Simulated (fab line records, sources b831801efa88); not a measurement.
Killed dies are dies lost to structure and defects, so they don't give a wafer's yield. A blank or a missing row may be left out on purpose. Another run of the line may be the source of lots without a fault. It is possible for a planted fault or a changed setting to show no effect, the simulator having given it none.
fab line records ; flow sfq_line
record lots=6; wafers=18; last_day=80
route steps=325 shown M7@295 I7@296
lots with no fault: from the same line, run without faults
start_h: start of the lot's first displayed wafer, in hours after the record's first day ; wait_h: hours since the lot's step before ; " as in the row above ; L1.1+2: a row that stands for several wafers ; - no value, or no start was given ; * or withheld: withheld ; < > ~ a bound
route shown NAME@n: names a module that has steps shown in the file, with the first one's number in the route ; usual: mean/standard deviation of fault-free wafers ; same: alike in all rows ; chamber/n: place in a boat ; sites: each site's reading ; _std_site: standard deviation of those values ; _edge_site: the outer-site mean with the inner-site mean subtracted ; radius_mm: for every site, how far away it sits from the centre of the wafer ; mask NAME#n: copy n ; behind: the last tool/chamber to shape the wafer ; hold: why the lot went on hold/how many hours it stayed there/how the hold came to an end ; device: the transistor (n, p or np) that didn't switch ; end of line: tests run on the same wafers once the route is complete ; a step with no rows: only its recipe ; killed: at the first sort, the dies lost to defects and structure; wafer yield is something else ; map: the dies of a wafer, with x for killed, . for not killed, _ for no die there
set.NAME: the run value of the setting; set.NAME@STEP: its run value at that earlier step ; model.NAME: the simulator's own value behind a step, which no gauge read
lots at selected steps of the route; one table per step, one row per wafer
services: a tool's chamber out of use, with start hour (start_h, from the record's first day; less than 0 if before it), hours out, and reason
## steps
# step SFQ_TRILAYER_M7_STRIP_SOLV_CLEAN_182
# recipe chemistry=NMP; temp_c=70; time_s=600
# step SFQ_TRILAYER_I7_DEP_PECVD_183
# recipe material=SiO2; temp_c=150; time_s=111.11; pressure_torr=2.4; rf_w=183.3; precursor=SiH4/N2O; target_thk_nm=500
# usual heater_power_w=79/16; throttle_valve_pct=24.2/1.4
lot.wafer;tool;chamber;start_h;wait_h;heater_power_w;since_wet_clean_h;throttle_valve_pct
L369.1;pecvd-02;2;1763.77;0.0;77;64;22.3
L369.3;pecvd-02;2;1763.77;0.0;77;-;22.6
L369.6;pecvd-02;0;1763.77;0.0;58;-;23.7
L371.1;pecvd-01;2;1826.25;0.0;87;1249;25.2
L371.3;pecvd-01;1;1826.25;0.0;93;1249;23.9
L371.5;pecvd-01;0;1826.25;0.0;101;-;23.9
L382.1;pecvd-03;2;1858.77;0.0;59;912;23.7
L382.4;pecvd-03;2;1858.77;0.0;61;-;23.5
L382.5;pecvd-03;1;1858.77;0.0;73;-;25.3
L383.3;pecvd-03;2;1867.17;0.0;62;920;23.8
L383.4;pecvd-03;0;1867.17;0.0;74;-;27.6
L383.6;pecvd-03;1;1867.17;0.0;72;-;25.6
L386.1;pecvd-01;1;1876.91;0.0;107;1299;24.0
L386.3;pecvd-01;2;1876.91;0.0;84;1299;25.0
L386.4;pecvd-01;1;1876.91;0.0;110;-;24.2
L389.1;pecvd-01;2;1884.10;0.0;79;1306;25.2
L389.2;pecvd-01;1;1884.10;0.0;105;1306;24.1
L389.5;pecvd-01;1;1884.10;0.0;106;-;23.9
# step SFQ_TRILAYER_I7_CMP_CMP_184
# recipe material=SiO2; down_force_psi=3; platen_rpm=60; pad_velocity_m_s=0.94248
# usual head_pressure_psi=3.000/0.0073; motor_current_A=10.5/0.86; slurry_filter_dp_kPa=13.50/0.13; time_to_endpoint_s=218/8.9
lot.wafer;tool;chamber;start_h;wait_h;head_pressure_psi;motor_current_A;slurry_filter_dp_kPa;time_to_endpoint_s
L369.1;cmp-01;0;1775.23;11.4;3.005;10.5;13.39;213
L369.3;cmp-01;1;1775.23;11.4;3.002;8.8;13.53;219
L369.6;cmp-01;3;1776.73;12.8;2.988;9.5;13.57;230
L371.3;cmp-02;1;1830.86;4.6;3.016;10.5;13.69;227
L371.1;cmp-02;2;1830.86;4.6;2.994;11.2;13.44;220
L371.5;cmp-02;1;1832.86;6.5;2.993;10.0;13.40;236
L382.4;cmp-02;0;1860.75;1.9;3.007;11.8;13.53;227
L382.1;cmp-02;3;1862.25;3.4;3.004;10.8;13.41;218
L382.5;cmp-02;1;1863.25;4.4;2.996;10.0;13.53;229
L383.4;cmp-02;0;1877.29;10.0;3.002;11.8;13.46;213
L383.3;cmp-02;1;1877.29;10.0;2.990;10.1;13.64;226
L383.6;cmp-02;1;1879.79;12.5;2.993;9.8;13.62;227
L386.3;cmp-02;2;1884.98;8.0;2.992;11.2;13.43;202
L386.4;cmp-02;3;1884.98;8.0;2.992;10.8;13.58;207
L386.1;cmp-02;0;1884.98;8.0;2.995;11.5;13.22;212
L389.1;cmp-02;0;1894.48;10.3;2.999;11.0;13.49;212
L389.2;cmp-02;1;1894.48;10.3;2.999;9.7;13.52;220
L389.5;cmp-02;2;1894.48;10.3;3.004;11.3;13.60;215
# step SFQ_I7_BOW_MEAS_946
# recipe mode=bow
# usual I7_BOW=10/11
lot.wafer;tool;chamber;start_h;wait_h;I7_BOW[um]
L369.1;film_metro-04;-;1777.23;1.5;24
L369.3;film_metro-04;-;1777.23;1.5;28
L369.6;film_metro-04;-;1777.23;1.5;8
L371.1;film_metro-03;-;1833.86;2.0;6
L371.3;film_metro-03;-;1833.86;2.0;29
L371.5;film_metro-03;-;1833.86;2.0;21
L382.1;film_metro-04;-;1863.75;1.0;6
L382.4;film_metro-04;-;1863.75;1.0;23
L382.5;film_metro-04;-;1863.75;1.0;13
L383.3;film_metro-01;-;1880.33;2.0;8
L383.4;film_metro-01;-;1880.33;2.0;15
L383.6;film_metro-01;-;1880.33;2.0;0
L386.1;film_metro-03;-;1887.48;1.0;9
L386.3;film_metro-03;-;1887.48;1.0;10
L386.4;film_metro-03;-;1887.48;1.0;23
L389.1;film_metro-04;-;1896.48;1.5;-10
L389.2;film_metro-04;-;1896.48;1.5;-2
L389.5;film_metro-04;-;1896.48;1.5;1
# step SFQ_TRILAYER_I7_METRO_MEASURE_185
# usual thk_nm=200.5/1.4
lot.wafer;tool;chamber;start_h;wait_h;thk_nm
L369.1;film_metro-04;-;1777.35;0.1;199.8
L369.3;film_metro-04;-;1777.35;0.1;200.3
L369.6;film_metro-04;-;1777.35;0.1;203.0
L371.1;film_metro-03;-;1833.98;0.1;199.8
L371.3;film_metro-03;-;1833.98;0.1;201.7
L371.5;film_metro-03;-;1833.98;0.1;201.7
L382.1;film_metro-04;-;1863.87;0.1;200.4
L382.4;film_metro-04;-;1863.87;0.1;200.7
L382.5;film_metro-04;-;1863.87;0.1;202.9
L383.3;film_metro-01;-;1880.81;0.5;201.7
L383.4;film_metro-01;-;1880.81;0.5;200.2
L383.6;film_metro-01;-;1880.81;0.5;200.7
L386.1;film_metro-03;-;1887.60;0.1;202.3
L386.3;film_metro-03;-;1887.60;0.1;200.5
L386.4;film_metro-03;-;1887.60;0.1;200.8
L389.1;film_metro-04;-;1896.60;0.1;199.6
L389.2;film_metro-04;-;1896.60;0.1;199.7
L389.5;film_metro-04;-;1896.60;0.1;199.9
# step SFQ_TRILAYER_I7_VIA_LITHO_COAT_192
# recipe resist=BARC; spin_rpm=3000; resist_thk_nm=62
# step SFQ_TRILAYER_I7_VIA_LITHO_COAT_187
# recipe resist=KrF; spin_rpm=3000; resist_thk_nm=650
# step SFQ_TRILAYER_I7_VIA_LITHO_SOFTBAKE_191
# recipe temp_c=withheld; time_s=withheld; resist=KrF
# step SFQ_TRILAYER_I7_VIA_LITHO_EXPOSE_188
# recipe mask_id=I7; na=0.6; source_shape=conventional; sigma_outer=0.65; target_cd_nm=1000; dose_mj=21.3
# step SFQ_TRILAYER_I7_VIA_LITHO_PEB_190
# recipe peb_temp_c=115; peb_time_s=60; resist=KrF
# step SFQ_TRILAYER_I7_VIA_LITHO_DEVELOP_189
# recipe time_s=60; resist=KrF
# step SFQ_I7_OVL_MEAS_947
# usual I7_OVL=-4/4.3
lot.wafer;tool;chamber;start_h;wait_h;I7_OVL[nm]
L369.1;overlay-02;-;1789.35;0.1;-6
L369.3;overlay-02;-;1789.35;0.1;-3
L369.6;overlay-02;-;1789.35;0.1;-6
L371.1;overlay-01;-;1837.43;0.1;-8
L371.3;overlay-01;-;1837.43;0.1;-13
L371.5;overlay-01;-;1837.43;0.1;-8
L382.1;overlay-02;-;1869.26;0.1;-2
L382.4;overlay-02;-;1869.26;0.1;-7
L382.5;overlay-02;-;1869.26;0.1;0
L383.3;overlay-01;-;1897.93;0.1;-1
L383.4;overlay-01;-;1897.93;0.1;-10
L383.6;overlay-01;-;1897.93;0.1;0
L386.1;overlay-01;-;1901.52;0.1;-5
L386.3;overlay-01;-;1901.52;0.1;-6
L386.4;overlay-01;-;1901.52;0.1;-1
L389.1;overlay-01;-;1905.12;0.1;-5
L389.2;overlay-01;-;1905.12;0.1;-3
L389.5;overlay-01;-;1905.12;0.1;-7
# step SFQ_TRILAYER_I7_VIA_BARC_OPEN_VIA_ETCH_260
# recipe mask_material=PR; chemistry=O2; target_depth_nm=125; target=BARC; source_w=500; bias_w=80; pressure_mtorr=30; time_s=41.7
# usual drypump_motor_current_A=5.7/0.42; oes_product_au=0.685/0.0045
lot.wafer;tool;chamber;start_h;wait_h;drypump_motor_current_A;oes_product_au;rf_hours_counter_h;model.KrF_of_TRILAYER_I7_VIA_LITHO_COAT_187.thk_nm
L369.1;rie_diel-02;2;1789.39;0.0;6.1;0.692;2;570.8
L369.3;rie_diel-02;3;1789.39;0.0;5.2;0.680;23;571.9
L369.6;rie_diel-02;0;1789.39;0.0;5.3;0.683;-;573.3
L371.1;rie_diel-01;0;1837.47;0.0;6.6;0.682;0;575.5
L371.3;rie_diel-01;2;1837.47;0.0;5.6;0.687;17;576.7
L371.5;rie_diel-01;0;1837.47;0.0;6.6;0.687;-;576.6
L382.1;rie_diel-01;0;1869.30;0.0;6.6;0.683;1;597
L382.4;rie_diel-01;1;1869.30;0.0;6.2;0.690;16;596.9
L382.5;rie_diel-01;3;1869.30;0.0;6.0;0.688;-;573
L383.3;rie_diel-02;1;1897.96;0.0;5.5;0.686;22;570.5
L383.4;rie_diel-02;0;1897.96;0.0;5.3;0.678;13;574.5
L383.6;rie_diel-02;2;1897.96;0.0;6.1;0.682;-;573.4
L386.1;rie_diel-01;1;1901.56;0.0;6.2;0.685;16;597.6
L386.3;rie_diel-01;2;1901.56;0.0;5.7;0.684;18;571.6
L386.4;rie_diel-01;0;1901.56;0.0;6.6;0.689;1;596.5
L389.1;rie_diel-03;2;1905.16;0.0;5.2;0.690;6;572
L389.2;rie_diel-03;3;1905.16;0.0;5.5;0.694;5;571.7
L389.5;rie_diel-03;1;1905.16;0.0;5.9;0.684;-;571.7
# step SFQ_TRILAYER_I7_VIA_ETCH_VIA_ETCH_190
# recipe target=SiO2; stop_on=Nb; mask_material=PR; taper_deg=20; chemistry=CHF3; target_depth_nm=260; source_w=500; bias_w=80; pressure_mtorr=30; time_s=withheld
# usual drypump_motor_current_A=5.7/0.41; oes_product_au=0.856/0.0052
lot.wafer;tool;chamber;start_h;wait_h;drypump_motor_current_A;oes_product_au;model.KrF_of_TRILAYER_I7_VIA_LITHO_COAT_187.thk_nm
L369.1;rie_diel-02;2;1789.43;0.0;6.1;0.857;526.3
L369.3;rie_diel-02;3;1789.43;0.0;5.2;0.854;528
L369.6;rie_diel-02;0;1789.43;0.0;5.3;0.863;529.7
L371.1;rie_diel-01;0;1837.51;0.0;6.6;0.848;531.2
L371.3;rie_diel-01;2;1837.51;0.0;5.7;0.866;531.8
L371.5;rie_diel-01;0;1837.51;0.0;6.6;0.859;532.4
L382.1;rie_diel-01;0;1869.34;0.0;6.6;0.856;551.4
L382.4;rie_diel-01;1;1869.34;0.0;6.2;0.859;551
L382.5;rie_diel-01;3;1869.34;0.0;6.1;0.863;527.2
L383.3;rie_diel-02;1;1898.00;0.0;5.5;0.858;524.8
L383.4;rie_diel-02;0;1898.00;0.0;5.3;0.852;531.2
L383.6;rie_diel-02;2;1898.00;0.0;6.1;0.852;528.7
L386.1;rie_diel-01;1;1901.60;0.0;6.1;0.860;553
L386.3;rie_diel-01;2;1901.60;0.0;5.6;0.856;527
L386.4;rie_diel-01;0;1901.60;0.0;6.6;0.858;552.2
L389.1;rie_diel-03;2;1905.20;0.0;5.2;0.856;526.7
L389.2;rie_diel-03;3;1905.20;0.0;5.5;0.857;526
L389.5;rie_diel-03;1;1905.20;0.0;5.9;0.852;526.7
# step SFQ_TRILAYER_I7_VIA_STRIP_STRIP_191
# recipe gas=O2; power_w=200; platen_temp_c=40; overash_fraction=0.65; chemistry=O2; pressure_mtorr=50
# usual drypump_motor_current_A=5.9/0.63; oes_product_au=1.003/0.01
lot.wafer;tool;chamber;start_h;wait_h;drypump_motor_current_A;oes_product_au;rf_hours_counter_h
L369.1;rie_metal-01;0;1789.54;-;5.3;0.985;23
L369.3;rie_metal-01;0;1789.54;-;5.3;0.982;-
L369.6;rie_metal-01;0;1789.54;-;5.3;0.975;-
L371.1;rie_metal-01;0;1837.62;-;5.3;0.977;28
L371.3;rie_metal-01;0;1837.62;-;5.3;0.978;-
L371.5;rie_metal-01;0;1837.62;-;5.3;0.985;-
L382.1;rie_metal-02;0;1869.45;-;6.5;1.001;9
L382.4;rie_metal-02;1;1869.45;-;6.3;1.001;-
L382.5;rie_metal-02;0;1869.45;-;6.5;1.000;-
L383.3;rie_metal-02;1;1898.31;-;6.3;0.998;-
L383.4;rie_metal-02;0;1898.31;-;6.5;0.995;-
L383.6;rie_metal-02;0;1898.31;-;6.6;1.009;-
L386.1;rie_metal-01;1;1901.71;-;6.3;1.010;27
L386.3;rie_metal-01;1;1901.71;-;6.3;1.015;-
L386.4;rie_metal-01;0;1901.71;-;5.3;0.986;-
L389.1;rie_metal-02;1;1905.31;-;6.3;0.996;56
L389.2;rie_metal-02;0;1905.31;-;6.5;0.999;14
L389.5;rie_metal-02;1;1905.31;-;6.3;1.001;-
## services
tool;chamber;start_h;hours;kind
film_metro-04;-;1744.63;1.8;pm
pecvd-01;-;1748.05;0.3;repair
film_metro-04;-;1757.55;6.3;pm
rie_metal-01;1;1763.97;1.0;repair
cmp-02;-;1770.54;5.2;pm
rie_diel-01;-;1774.22;0.3;repair
rie_metal-01;-;1774.68;4.0;pm
cmp-02;-;1775.72;4.0;pm
cmp-02;-;1777.46;1.1;repair
film_metro-03;-;1804.36;2.1;pm
cmp-02;-;1810.45;0.8;repair
rie_metal-02;-;1810.60;1.4;pm
cmp-02;-;1817.39;1.5;repair
rie_diel-03;1;1818.90;54.2;repair
rie_diel-01;3;1826.60;12.8;repair
rie_diel-01;-;1838.14;0.4;repair
rie_diel-02;0;1850.44;5.2;repair
film_metro-04;-;1862.59;0.6;pm
pecvd-01;-;1864.26;3.2;repair
film_metro-03;-;1864.45;1.5;pm
cmp-02;-;1872.75;4.5;pm
rie_diel-02;3;1886.60;10.9;repair
cmp-02;-;1901.34;1.7;repair
film_metro-03;-;1904.27;0.7;pm
## key
first_sign none at tools or gauges
model_effect step=SFQ_TRILAYER_I7_VIA_BARC_OPEN_VIA_ETCH_260; value=KrF_of_TRILAYER_I7_VIA_LITHO_COAT_187.thk_nm; without=573.4; struck=597
model_effect step=SFQ_TRILAYER_I7_VIA_ETCH_VIA_ETCH_190; value=KrF_of_TRILAYER_I7_VIA_LITHO_COAT_187.thk_nm; without=528.2; struck=551.9
met_at SFQ_TRILAYER_I7_VIA_BARC_OPEN_VIA_ETCH_260
struck_wafers L382.1,L382.4,L386.1,L386.4
onset_between 1837.47 1869.30
fault kind=process_parameter_drift; tool=rie_diel-01; chamber=-; onset_h=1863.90; steps=SFQ_TRILAYER_I7_VIA_BARC_OPEN_VIA_ETCH_260; channel=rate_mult; offset=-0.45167; shape=step; end_h=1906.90; scope=struck_wafers_only
